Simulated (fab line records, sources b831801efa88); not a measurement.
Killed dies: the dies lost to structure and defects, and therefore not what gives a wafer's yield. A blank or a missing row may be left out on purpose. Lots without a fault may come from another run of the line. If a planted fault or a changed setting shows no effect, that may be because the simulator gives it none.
fab line records    flow gf180mcu
[record] lots = 5  wafers = 23
route steps=602 shown CONTACT@300 M1@319 M2@362 M3@413 V3@438 V4@480
startH: hours from the record's opening day to when the first of the lot's shown wafers began    waitH: hours elapsed since this lot's preceding step    " identical to the entry in the row above    L1.1+2: a row that stands for several wafers    - value missing, or start not given    * or withheld: withheld    < > ~ a bound
route shown NAME@n: names a module that has steps shown in the file, with the first one's number in the route    usual: mean/standard deviation taken from wafers without a fault    same: alike in all rows    chamber/n: place in a boat    sites: per-site readings    _std_site: their standard deviation    _edge_site: inner sites' mean taken away from outer sites' mean    radiusMm: how far each site lies from the wafer's centre    mask NAME#n: copy n    behind: tool/chamber where the wafer was last shaped    hold: why the lot went on hold/how many hours it stayed there/how the hold came to an end    device: the transistor (n, p or np) that didn't switch    end of line: tests of these same wafers at the route's end    where a step has no rows: the recipe by itself    killed: dies lost to structure and defects at the first sort, not the wafer's yield    map: a wafer's dies, marking killed ones x, the rest . and places with no die _
set.NAME: the setting that was run; set.NAME@STEP: the one run at that earlier step    model.NAME: the simulator's own value behind a step, which no gauge read
lots run with intentionally changed settings; tables by step, rows by wafer
[[steps]]
[step GF_CONTACT_DEVELOP_13]
[recipe] developTimeS = 60  resist = KrF  devTempC = 21
lot.wafer       tool           chamber  startH  waitH  set.devTempC
L074.1+2+6      lithoTrack-04  0        361.66  0.2    21
L078.1+2+4+5+6  lithoTrack-04  0        394.71  0.2    21
L080.2+3+5      lithoTrack-03  0        417.57  0.2    21
L080.4+6        "              0        "       "      23.94
L081.1+6        lithoTrack-01  0        422.79  0.2    21
L081.3+4+5      "              0        "       "      18.42
L085.1+2+6      lithoTrack-03  0        470.69  0.2    21
L085.3+4        "              0        "       "      24.43
[step GF_CONTACT_CD_MEAS_14]
[recipe] targetCdNm = 220
[usual] cdNm = 219.7/1.1
lot.wafer  tool      chamber  startH  waitH  set.pebTempC@CONTACT_PEB_12  cdNm
L074.1     cdSem-02  -        361.81  0.1    135                          217.2
L074.2     "         -        "       "      135                          217.3
L074.6     "         -        "       "      135                          216.5
L078.1     cdSem-02  -        394.86  0.1    135                          220.2
L078.2     "         -        "       "      135                          220.4
L078.4     "         -        "       "      136.2                        221.8
L078.5     "         -        "       "      135                          219.7
L078.6     "         -        "       "      136.2                        224.0
L080.2     cdSem-01  -        417.71  0.1    136                          222.9
L080.3     "         -        "       "      136                          220.8
L080.4     "         -        "       "      136                          222.1
L080.5     "         -        "       "      135                          219.4
L080.6     "         -        "       "      135                          219.0
L081.1     cdSem-02  -        422.94  0.1    135                          219.4
L081.3     "         -        "       "      131.8                        209.5
L081.4     "         -        "       "      135                          220.6
L081.5     "         -        "       "      131.8                        210.4
L081.6     "         -        "       "      135                          218.7
L085.1     cdSem-01  -        470.84  0.1    135                          219.0
L085.2     "         -        "       "      133.8                        217.4
L085.3     "         -        "       "      133.8                        216.6
L085.4     "         -        "       "      135                          220.9
L085.6     "         -        "       "      135                          220.4
[step GF_CONTACT_ETCH_16]
[recipe] chemistry = N2/H2  targetDepthA = withheld  overetchA = withheld  timeS = withheld  target = BARC  ionEnergyEv = 200  sourceW = 500  biasW = 100  pressureMtorr = 30  n2FlowSccm = 100  h2FlowSccm = 200
lot.wafer  tool        chamber  startH  waitH  set.pebTempC@CONTACT_PEB_12  model.CONTACT.cdNm
L074.1     rieDiel-02  3        361.96  0.0    135                          216.3
L074.2     "           0        "       "      135                          218.1
L074.6     "           1        "       "      135                          217
L078.1     rieDiel-03  1        395.01  0.0    135                          220.6
L078.2     "           0        "       "      135                          219.4
L078.4     "           2        "       "      136.2                        221.8
L078.5     "           2        "       "      135                          219.7
L078.6     "           3        "       "      136.2                        223.5
L080.2     rieDiel-04  1        417.85  0.0    136                          222.3
L080.3     "           2        "       "      136                          220.9
L080.4     "           0        "       "      136                          222
L080.5     "           2        "       "      135                          219.3
L080.6     "           3        "       "      135                          219.6
L081.1     rieDiel-03  2        423.09  0.0    135                          219
L081.3     "           3        "       "      131.8                        209.5
L081.4     "           0        "       "      135                          219.9
L081.5     "           0        "       "      131.8                        209.3
L081.6     "           1        "       "      135                          219.6
L085.1     rieDiel-03  2        471.00  0.0    135                          219.7
L085.2     "           1        "       "      133.8                        217.8
L085.3     "           0        "       "      133.8                        216
L085.4     "           3        "       "      135                          221.1
L085.6     "           1        "       "      135                          221
[step GF_CONTACT_ETCH_17]
[recipe] chemistry = C4F8/O2/Ar  maskMaterial = KrF  target = SiO2  stopOn = CoSi2  sourceW = 1500  biasW = 1200  pressureMtorr = 40  c4f8FlowSccm = withheld  O2_flow_sccm = 6  Ar_flow_sccm = 300  timeS = withheld  targetDepthA = 8600
lot.wafer  tool        chamber  startH  waitH  set.pebTempC@CONTACT_PEB_12  model.CONTACT.cdNm
L074.1     rieDiel-02  3        -       -      135                          216.8
L074.2     "           0        "       "      135                          217.4
L074.6     "           1        "       "      135                          217.1
L078.1     rieDiel-03  1        -       -      135                          220.1
L078.2+5   "           0,2      "       "      135                          219
L078.4     "           2        "       "      136.2                        221.9
L078.6     "           3        "       "      136.2                        223.9
L080.2     rieDiel-04  1        -       -      136                          222.3
L080.3     "           2        "       "      136                          220.8
L080.4     "           0        "       "      136                          221.4
L080.5     "           2        "       "      135                          219.3
L080.6     "           3        "       "      135                          219.4
L081.1     rieDiel-03  2        -       -      135                          218.7
L081.3     "           3        "       "      131.8                        209.7
L081.4     "           0        "       "      135                          219.1
L081.5     "           0        "       "      131.8                        208.9
L081.6     "           1        "       "      135                          220
L085.1     rieDiel-03  2        -       -      135                          219.9
L085.2     "           1        "       "      133.8                        218.9
L085.3     "           0        "       "      133.8                        216
L085.4     "           3        "       "      135                          221.6
L085.6     "           1        "       "      135                          222.2
[step GF_M1_SPUTTER_04]
[recipe] material = TiN  targetThkNm = 50  powerW = 6500  timeS = 41.7  chamberPressurePa = 0.4
lot.wafer  tool           chamber  startH  waitH  set.timeS  model.TiN_of_M1_SPUTTER_04.thkNm
L074.1     pvdSputter-04  -        363.32  0.0    41.7       51.11
L074.2     "              -        "       "      41.7       50.8
L074.6     "              -        "       "      41.7       51.05
L078.1     pvdSputter-03  -        397.66  0.0    41.7       49.89
L078.2     "              -        "       "      39.81      48.08
L078.4     "              -        "       "      41.7       50.16
L078.5     "              -        "       "      39.81      47.32
L078.6     "              -        "       "      41.7       50.1
L080.2     pvdSputter-01  -        419.18  0.0    37.66      45.22
L080.3     "              -        "       "      41.7       49.7
L080.4     "              -        "       "      37.66      44.28
L080.5     "              -        "       "      37.66      44.87
L080.6     "              -        "       "      41.7       49.34
L081.1     pvdSputter-03  -        424.71  0.0    41.7       50.16
L081.3     "              -        "       "      46.89      55.89
L081.4     "              -        "       "      41.7       50.33
L081.5     "              -        "       "      46.89      56.42
L081.6     "              -        "       "      46.89      55.78
L085.1     pvdSputter-01  -        472.32  0.0    36.68      44.32
L085.2     "              -        "       "      41.7       49.58
L085.3     "              -        "       "      36.68      43.73
L085.4     "              -        "       "      41.7       49.26
L085.6     "              -        "       "      36.68      43.28
[step GF_M1_PEB_12]
[recipe] pebTempC = 135  pebTimeS = 90  resist = KrF
lot.wafer   tool           chamber  startH  waitH  set.pebTempC
L074.1+2+6  lithoTrack-02  0        -       -      135
L078.1+4+5  lithoTrack-03  0        -       -      131.2
L078.2+6    "              0        "       "      135
L080.2+4+6  lithoTrack-03  0        -       -      136.4
L080.3+5    "              0        "       "      135
L081.1+4+5  lithoTrack-02  0        -       -      137.4
L081.3+6    "              0        "       "      135
L085.1+3+4  lithoTrack-03  0        -       -      137.3
L085.2+6    "              0        "       "      135
[step GF_M1_DEVELOP_13]
[recipe] developTimeS = 60  devTempC = 21
[step GF_M1_CD_MEAS_14]
[recipe] targetCdNm = 230
[usual] cdNm = 229.8/1.2
lot.wafer  tool      chamber  startH  waitH  set.pebTempC@M1_PEB_12  cdNm
L074.1     cdSem-01  -        385.61  0.2    135                     229.3
L074.2     "         -        "       "      135                     228.2
L074.6     "         -        "       "      135                     230.2
L078.1     cdSem-02  -        420.90  0.2    131.2                   241.4
L078.2     "         -        "       "      135                     229.3
L078.4     "         -        "       "      131.2                   241.6
L078.5     "         -        "       "      131.2                   242.1
L078.6     "         -        "       "      135                     229.0
L080.2     cdSem-02  -        444.11  0.1    136.4                   224.7
L080.3     "         -        "       "      135                     229.4
L080.4     "         -        "       "      136.4                   226.4
L080.5     "         -        "       "      135                     228.6
L080.6     "         -        "       "      136.4                   225.2
L081.1     cdSem-02  -        449.47  0.1    137.4                   225.1
L081.3     "         -        "       "      135                     231.1
L081.4     "         -        "       "      137.4                   227.1
L081.5     "         -        "       "      137.4                   226.5
L081.6     "         -        "       "      135                     232.3
L085.1     cdSem-01  -        496.14  0.1    137.3                   225.4
L085.2     "         -        "       "      135                     231.5
L085.3     "         -        "       "      137.3                   224.2
L085.4     "         -        "       "      137.3                   224.6
L085.6     "         -        "       "      135                     230.3
[step GF_M1_METAL_ETCH_16]
[recipe] chemistry = Cl2/BCl3  maskMaterial = KrF  targetDepthNm = 627.5  stopOn = SiO2  pressureMtorr = 8  icpW = 800  biasW = 140  Cl2_flow_sccm = 80  bcl3FlowSccm = 40  timeS = 104.6
lot.wafer  tool         chamber  startH  waitH  set.pebTempC@M1_PEB_12  model.M1.cdNm
L074.1     rieMetal-04  1        385.77  0.0    135                     231.9
L074.2     "            0        "       "      135                     229.7
L074.6     "            0        "       "      135                     232.7
L078.1     rieMetal-02  0        421.06  0.0    131.2                   242.6
L078.2     "            1        "       "      135                     228.9
L078.4     "            1        "       "      131.2                   238.7
L078.5     "            0        "       "      131.2                   243.3
L078.6     "            1        "       "      135                     227.4
L080.2     rieMetal-02  0        444.25  0.0    136.4                   228.1
L080.3     "            0        "       "      135                     231.8
L080.4     "            1        "       "      136.4                   227.8
L080.5     "            1        "       "      135                     229
L080.6     "            0        "       "      136.4                   226.9
L081.1     rieMetal-01  1        449.63  0.0    137.4                   219.1
L081.3     "            0        "       "      135                     231.1
L081.4     "            1        "       "      137.4                   225
L081.5     "            0        "       "      137.4                   224.7
L081.6     "            1        "       "      135                     228.2
L085.1     rieMetal-01  0        496.30  0.0    137.3                   225.1
L085.2     "            0        "       "      135                     231.8
L085.3     "            0        "       "      137.3                   222.5
L085.4     "            0        "       "      137.3                   223.8
L085.6     "            0        "       "      135                     232.6
[step GF_M2_SPUTTER_00]
[recipe] material = Ti  targetThkNm = 37.5  arrivingIonEnergyEv = 80  substrateTempC = 200  chamberPressurePa = 2  powerW = 4000  timeS = 150
lot.wafer  tool           chamber  startH  waitH  set.chamberPressurePa  model.Ti_of_M2_SPUTTER_00.thkNm
L074.1     pvdSputter-04  -        411.44  0.1    2                      37.8
L074.2     "              -        "       "      2                      37.01
L074.6     "              -        "       "      2                      37.72
L078.1     pvdSputter-02  -        448.88  0.2    1.846                  39.03
L078.2     "              -        "       "      1.846                  38.62
L078.4     "              -        "       "      1.846                  39.4
L078.5     "              -        "       "      1.846                  39.26
L078.6     "              -        "       "      1.846                  38.68
L080.2     pvdSputter-04  -        471.66  0.2    1.774                  40.4
L080.3     "              -        "       "      1.774                  39.69
L080.4     "              -        "       "      1.774                  40.35
L080.5     "              -        "       "      1.774                  39.79
L080.6     "              -        "       "      1.774                  40.51
L081.1     pvdSputter-02  -        476.96  0.2    1.845                  38.65
L081.3     "              -        "       "      1.845                  38.36
L081.4     "              -        "       "      1.845                  39.11
L081.5     "              -        "       "      1.845                  39.08
L081.6     "              -        "       "      1.845                  38.33
L085.1     pvdSputter-01  -        522.53  0.1    2                      37.01
L085.2     "              -        "       "      2                      37.63
L085.3     "              -        "       "      2                      37.52
L085.4     "              -        "       "      2                      37.27
L085.6     "              -        "       "      2                      37.04
[step GF_M2_SPUTTER_04]
[recipe] material = TiN  targetThkNm = 50  powerW = 6500  timeS = 41.7  chamberPressurePa = 0.4
lot.wafer  tool           chamber  startH  waitH  set.timeS  model.TiN_of_M2_SPUTTER_04.thkNm
L074.1     pvdSputter-04  -        411.62  0.0    41.7       50.51
L074.2     "              -        "       "      41.7       50.28
L074.6     "              -        "       "      41.7       50.86
L078.1     pvdSputter-02  -        449.06  0.0    43.59      51.75
L078.2     "              -        "       "      43.59      51.55
L078.4     "              -        "       "      43.59      51.85
L078.5     "              -        "       "      41.7       49.27
L078.6     "              -        "       "      41.7       49.43
L080.2     pvdSputter-04  -        471.84  0.0    46.54      55.2
L080.3     "              -        "       "      46.54      54.4
L080.4     "              -        "       "      41.7       49.77
L080.5     "              -        "       "      41.7       48.61
L080.6     "              -        "       "      46.54      55.6
L081.1     pvdSputter-02  -        477.14  0.0    41.7       49.29
L081.3     "              -        "       "      41.7       49.04
L081.4     "              -        "       "      41.7       49.1
L081.5     "              -        "       "      46.67      55.14
L081.6     "              -        "       "      46.67      55.25
L085.1     pvdSputter-01  -        522.71  0.0    41.7       49.92
L085.2     "              -        "       "      41.7       49.69
L085.3     "              -        "       "      41.7       50.43
L085.4     "              -        "       "      41.7       49.7
L085.6     "              -        "       "      41.7       50.38
[step GF_M2_PEB_12]
[recipe] pebTempC = 135  pebTimeS = 90  resist = KrF
lot.wafer   tool           chamber  startH  waitH  set.pebTempC
L074.1+2+6  lithoTrack-02  0        -       -      135
L078.1+2+6  lithoTrack-01  0        -       -      133.1
L078.4+5    "              0        "       "      135
L080.2+5+6  lithoTrack-04  0        -       -      135
L080.3+4    "              0        "       "      133.6
L081.1+6    lithoTrack-04  0        -       -      135
L081.3+4+5  "              0        "       "      132.5
L085.1+2+3  lithoTrack-04  0        -       -      131.8
L085.4+6    "              0        "       "      135
[step GF_M2_DEVELOP_13]
[recipe] developTimeS = 60  devTempC = 21
[step GF_M2_CD_MEAS_14]
[recipe] targetCdNm = 280
[usual] cdNm = 279.5/0.89
lot.wafer  tool      chamber  startH  waitH  set.pebTempC@M2_PEB_12  cdNm
L074.1     cdSem-02  -        435.67  0.1    135                     278.7
L074.2     "         -        "       "      135                     279.2
L074.6     "         -        "       "      135                     280.1
L078.1     cdSem-02  -        472.59  0.1    133.1                   285.7
L078.2     "         -        "       "      133.1                   286.5
L078.4     "         -        "       "      135                     280.7
L078.5     "         -        "       "      135                     280.6
L078.6     "         -        "       "      133.1                   287.4
L080.2     cdSem-02  -        496.13  0.1    135                     279.5
L080.3     "         -        "       "      133.6                   281.8
L080.4     "         -        "       "      133.6                   283.4
L080.5     "         -        "       "      135                     279.0
L080.6     "         -        "       "      135                     278.7
L081.1     cdSem-02  -        500.96  0.1    135                     278.8
L081.3     "         -        "       "      132.5                   286.3
L081.4     "         -        "       "      132.5                   286.6
L081.5     "         -        "       "      132.5                   286.7
L081.6     "         -        "       "      135                     279.4
L085.1     cdSem-01  -        545.21  0.1    131.8                   290.0
L085.2     "         -        "       "      131.8                   287.5
L085.3     "         -        "       "      131.8                   289.5
L085.4     "         -        "       "      135                     280.2
L085.6     "         -        "       "      135                     278.6
[step GF_M2_METAL_ETCH_16]
[recipe] chemistry = Cl2/BCl3  maskMaterial = KrF  targetDepthNm = 627.5  stopOn = SiO2  pressureMtorr = 8  icpW = 800  biasW = 140  Cl2_flow_sccm = 80  bcl3FlowSccm = 40  timeS = 104.6
lot.wafer  tool         chamber  startH  waitH  set.pebTempC@M2_PEB_12  model.M2.cdNm
L074.1     rieMetal-03  1        435.83  0.0    135                     278.4
L074.2     "            1        "       "      135                     274.6
L074.6     "            1        "       "      135                     273.9
L078.1     rieMetal-04  0        472.74  0.0    133.1                   283.4
L078.2     "            1        "       "      133.1                   283.5
L078.4     "            0        "       "      135                     274.5
L078.5     "            1        "       "      135                     276.7
L078.6     "            0        "       "      133.1                   284.2
L080.2     rieMetal-04  0        496.26  0.0    135                     276.2
L080.3     "            0        "       "      133.6                   276.6
L080.4     "            1        "       "      133.6                   280.8
L080.5     "            1        "       "      135                     275.8
L080.6     "            0        "       "      135                     278.7
L081.1     rieMetal-02  0        501.11  0.0    135                     281.6
L081.3     "            0        "       "      132.5                   292.2
L081.4     "            0        "       "      132.5                   293.5
L081.5     "            0        "       "      132.5                   291.4
L081.6     "            0        "       "      135                     283.5
L085.1     rieMetal-04  0        545.36  0.0    131.8                   287.4
L085.2     "            1        "       "      131.8                   285
L085.3     "            1        "       "      131.8                   286.9
L085.4     "            0        "       "      135                     275.7
L085.6     "            0        "       "      135                     273.9
[step GF_M3_SPUTTER_04]
[recipe] material = TiN  targetThkNm = 50  powerW = 6500  timeS = 41.7  chamberPressurePa = 0.4
lot.wafer  tool           chamber  startH  waitH  set.timeS  model.TiN_of_M3_SPUTTER_04.thkNm
L074.1     pvdSputter-04  -        463.08  0.0    41.7       49.95
L074.2     "              -        "       "      41.7       50
L074.6     "              -        "       "      41.7       49.86
L078.1     pvdSputter-03  -        499.51  0.0    41.7       50
L078.2     "              -        "       "      41.7       50.96
L078.4     "              -        "       "      41.7       50.32
L078.5     "              -        "       "      41.7       50.57
L078.6     "              -        "       "      41.7       50.08
L080.2     pvdSputter-04  -        522.90  0.0    47.01      56.77
L080.3     "              -        "       "      47.01      56.82
L080.4     "              -        "       "      41.7       50.08
L080.5     "              -        "       "      41.7       50.39
L080.6     "              -        "       "      41.7       50.36
L081.1     pvdSputter-03  -        526.97  0.0    41.7       50.31
L081.3     "              -        "       "      41.7       50.83
L081.4     "              -        "       "      41.7       50.36
L081.5     "              -        "       "      41.7       49.95
L081.6     "              -        "       "      41.7       50.53
L085.1     pvdSputter-03  -        570.37  0.0    41.7       49.47
L085.2     "              -        "       "      41.7       49.71
L085.3     "              -        "       "      44.26      53.46
L085.4     "              -        "       "      41.7       50.4
L085.6     "              -        "       "      44.26      53.29
[step GF_V3_COAT_09]
[recipe] resist = KrF  spinRpm = withheld  resistThkNm = 1000
lot.wafer  tool           chamber  startH  waitH  set.resistThkNm  model.KrF_of_V3_COAT_09.thkNm
L074.1+6   lithoTrack-01  0        -       -      1000             1001
L074.2     "              0        "       "      1000             1002
L078.1     lithoTrack-03  0        -       -      1000             1005
L078.2+6   "              0        "       "      1050             1056
L078.4     "              0        "       "      1000             1002
L078.5     "              0        "       "      1050             1054
L080.2     lithoTrack-02  0        -       -      1000             999.8
L080.3     "              0        "       "      1032             1031
L080.4     "              0        "       "      1000             1000
L080.5     "              0        "       "      1000             999.3
L080.6     "              0        "       "      1032             1036
L081.1     lithoTrack-02  0        -       -      1000             1001
L081.3+5   "              0        "       "      1000             1002
L081.4     "              0        "       "      984.9            988
L081.6     "              0        "       "      984.9            988.6
L085.1+6   lithoTrack-02  0        -       -      1039             1043
L085.2+4   "              0        "       "      1000             1002
L085.3     "              0        "       "      1000             1003
[step GF_V3_ETCH_16]
[recipe] chemistry = N2/H2  targetDepthA = withheld  overetchA = withheld  timeS = withheld  target = BARC  ionEnergyEv = 200  sourceW = 500  biasW = 100  pressureMtorr = 30  n2FlowSccm = 100  h2FlowSccm = 200
lot.wafer       tool        chamber    startH  waitH  set.biasW
L074.1+2+6      rieDiel-04  2,3,0      512.35  0.0    100
L078.1+2+4+5+6  rieDiel-01  1,2,3,0,1  547.05  0.0    100
L080.2+5+6      rieDiel-01  2,2,1      569.87  0.0    100
L080.3+4        "           1,0        "       "      108.7
L081.1+5+6      rieDiel-03  0,0,3      573.44  0.0    100
L081.3+4        "           1,3        "       "      104.1
L085.1+3+4      rieDiel-03  1,3,0      614.80  0.0    100
L085.2+6        "           2,3        "       "      104.3
[step GF_V3_ETCH_17]
[recipe] chemistry = C4F8/O2/Ar  maskMaterial = KrF  target = SiO2  stopOn = TiN  sourceW = 1500  biasW = 1200  pressureMtorr = 40  c4f8FlowSccm = withheld  O2_flow_sccm = 6  Ar_flow_sccm = 300  timeS = withheld  targetDepthA = 6350
[step GF_V3_STRIP_18]
[recipe] chemistry = O2/N2  powerW = 1400  pressureMtorr = 1500  platenTempC = 250  o2FlowSccm = 3000  n2FlowSccm = 300  overashFraction = 0.5
[usual] oesProductAu = 0.593/0.004
lot.wafer  tool            chamber  startH  waitH  set.resistThkNm@V3_COAT_09  oesProductAu
L074.1     plasmaAsher-01  1        512.48  -      1000                        0.594
L074.2     "               0        "       "      1000                        0.593
L074.6     "               0        "       "      1000                        0.599
L078.1     plasmaAsher-01  1        547.18  -      1000                        0.598
L078.2     "               0        "       "      1050                        0.617
L078.4     "               1        "       "      1000                        0.595
L078.5     "               1        "       "      1050                        0.616
L078.6     "               0        "       "      1050                        0.610
L080.2     plasmaAsher-03  0        570.00  -      1000                        0.589
L080.3     "               1        "       "      1032                        0.607
L080.4     "               0        "       "      1000                        0.591
L080.5     "               1        "       "      1000                        0.596
L080.6     "               0        "       "      1032                        0.612
L081.1     plasmaAsher-03  1        573.57  -      1000                        0.583
L081.3     "               0        "       "      1000                        0.588
L081.4     "               1        "       "      984.9                       0.583
L081.5     "               1        "       "      1000                        0.593
L081.6     "               0        "       "      984.9                       0.586
L085.1     plasmaAsher-04  0        614.92  -      1039                        0.607
L085.2     "               1        "       "      1000                        0.591
L085.3     "               1        "       "      1000                        0.586
L085.4     "               0        "       "      1000                        0.589
L085.6     "               0        "       "      1039                        0.606
[step GF_V4_CMP_04]
[recipe] material = SiO2  downForcePsi = 4  platenRpm = 60  padVelocityMS = 0.94248
lot.wafer  tool    chamber  startH  waitH  set.leaveAboveRefNm  model.SiO2_of_V4_CVD_02.thkNm
L074.2     cmp-02  3        538.34  0.0    632.5                632
L074.1     "       1        "       "      632.5                632.2
L074.6     "       3        "       "      632.5                631.2
L078.1     cmp-01  0        573.60  1.5    660.5                662.5
L078.2     "       2        "       "      632.5                634.5
L078.4     "       3        "       "      660.5                661.1
L078.6     "       0        "       "      632.5                635.6
L078.5     "       1        "       "      660.5                661.9
L080.2     cmp-01  2        593.95  0.1    632.5                631.5
L080.4     "       3        "       "      632.5                632.5
L080.3     "       0        "       "      596.5                597.3
L080.5     "       1        "       "      596.5                595.4
L080.6     "       2        "       "      596.5                596
L081.3+1   cmp-01  2,3      598.60  0.1    632.5                632.2
L081.4     "       0        "       "      632.5                634.2
L081.5     "       1        "       "      632.5                632.5
L081.6     "       2        "       "      632.5                631.8
L085.3     cmp-02  3        638.21  0.0    632.5                634.4
L085.2     "       0        "       "      632.5                633.8
L085.1     "       1        "       "      632.5                634.1
L085.4     "       2        "       "      632.5                634.8
L085.6     "       0        "       "      632.5                632.9
[step GF_V4_COAT_09]
[recipe] resist = KrF  spinRpm = withheld  resistThkNm = 1000
lot.wafer   tool           chamber  startH  waitH  set.resistThkNm  model.KrF_of_V4_COAT_09.thkNm
L074.1      lithoTrack-03  0        -       -      1000             1001
L074.2      "              0        "       "      1000             1000
L074.6      "              0        "       "      1000             1003
L078.1      lithoTrack-01  0        -       -      972.7            970.8
L078.2      "              0        "       "      972.7            968.7
L078.4      "              0        "       "      1000             999.3
L078.5      "              0        "       "      1000             1003
L078.6      "              0        "       "      972.7            972.2
L080.2      lithoTrack-03  0        -       -      1054             1055
L080.3      "              0        "       "      1000             1006
L080.4      "              0        "       "      1000             1005
L080.5      "              0        "       "      1000             1002
L080.6      "              0        "       "      1054             1058
L081.1      lithoTrack-01  0        -       -      1000             996.9
L081.3      "              0        "       "      1000             999.3
L081.4      "              0        "       "      1000             997
L081.5      "              0        "       "      1000             997.6
L081.6      "              0        "       "      1000             998.5
L085.1+2+3  lithoTrack-03  0        -       -      1044             1048
L085.4      "              0        "       "      1000             1001
L085.6      "              0        "       "      1000             1002
[[key]]
[split] step = GF_CONTACT_DEVELOP_13  setting = devTempC  stated = 21  by = wafer
response none clear
[split] step = GF_M1_SPUTTER_04  setting = timeS  stated = 41.7  by = wafer
[response] step = GF_M1_SPUTTER_04  reading = model.TiN_of_M1_SPUTTER_04.thkNm  change = +0.474  per = 1%  r = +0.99
[split] step = GF_M1_PEB_12  setting = pebTempC  stated = 135  by = wafer
[response] step = GF_M1_CD_MEAS_14  reading = cdNm  change = -3.94  per = 1%  r = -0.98
[response] step = GF_M1_METAL_ETCH_16  reading = model.M1.cdNm  change = -4.43  per = 1%  r = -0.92
[split] step = GF_M2_SPUTTER_00  setting = chamberPressurePa  stated = 2  by = lot
[response] step = GF_M2_SPUTTER_00  reading = model.Ti_of_M2_SPUTTER_00.thkNm  change = -0.228  per = 1%  r = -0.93
[split] step = GF_M2_SPUTTER_04  setting = timeS  stated = 41.7  by = wafer
[response] step = GF_M2_SPUTTER_04  reading = model.TiN_of_M2_SPUTTER_04.thkNm  change = +0.508  per = 1%  r = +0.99
[split] step = GF_M2_PEB_12  setting = pebTempC  stated = 135  by = wafer
[response] step = GF_M2_CD_MEAS_14  reading = cdNm  change = -4  per = 1%  r = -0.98
[response] step = GF_M2_METAL_ETCH_16  reading = model.M2.cdNm  change = -4.86  per = 1%  r = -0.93
[split] step = GF_M3_SPUTTER_04  setting = timeS  stated = 41.7  by = wafer
[response] step = GF_M3_SPUTTER_04  reading = model.TiN_of_M3_SPUTTER_04.thkNm  change = +0.524  per = 1%  r = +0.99
[split] step = GF_V3_COAT_09  setting = resistThkNm  stated = 1000  by = wafer
[response] step = GF_V3_COAT_09  reading = model.KrF_of_V3_COAT_09.thkNm  change = +10.4  per = 1%  r = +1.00
[response] step = GF_V3_STRIP_18  reading = oesProductAu  change = +0.00416  per = 1%  r = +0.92
[split] step = GF_V3_ETCH_16  setting = biasW  stated = 100  by = wafer
response none clear
[split] step = GF_V4_CMP_04  setting = leaveAboveRefNm  stated = 632.5  by = wafer
[response] step = GF_V4_CMP_04  reading = model.SiO2_of_V4_CVD_02.thkNm  change = +6.2  per = 1%  r = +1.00
[split] step = GF_V4_COAT_09  setting = resistThkNm  stated = 1000  by = wafer
[response] step = GF_V4_COAT_09  reading = model.KrF_of_V4_COAT_09.thkNm  change = +10.2  per = 1%  r = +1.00
split outsideThisFile step=GF_CONTACT_PEB_12 setting=pebTempC
// split outsideThisFile: this setting was split too, and the file shows its column; the key of that split is in another file
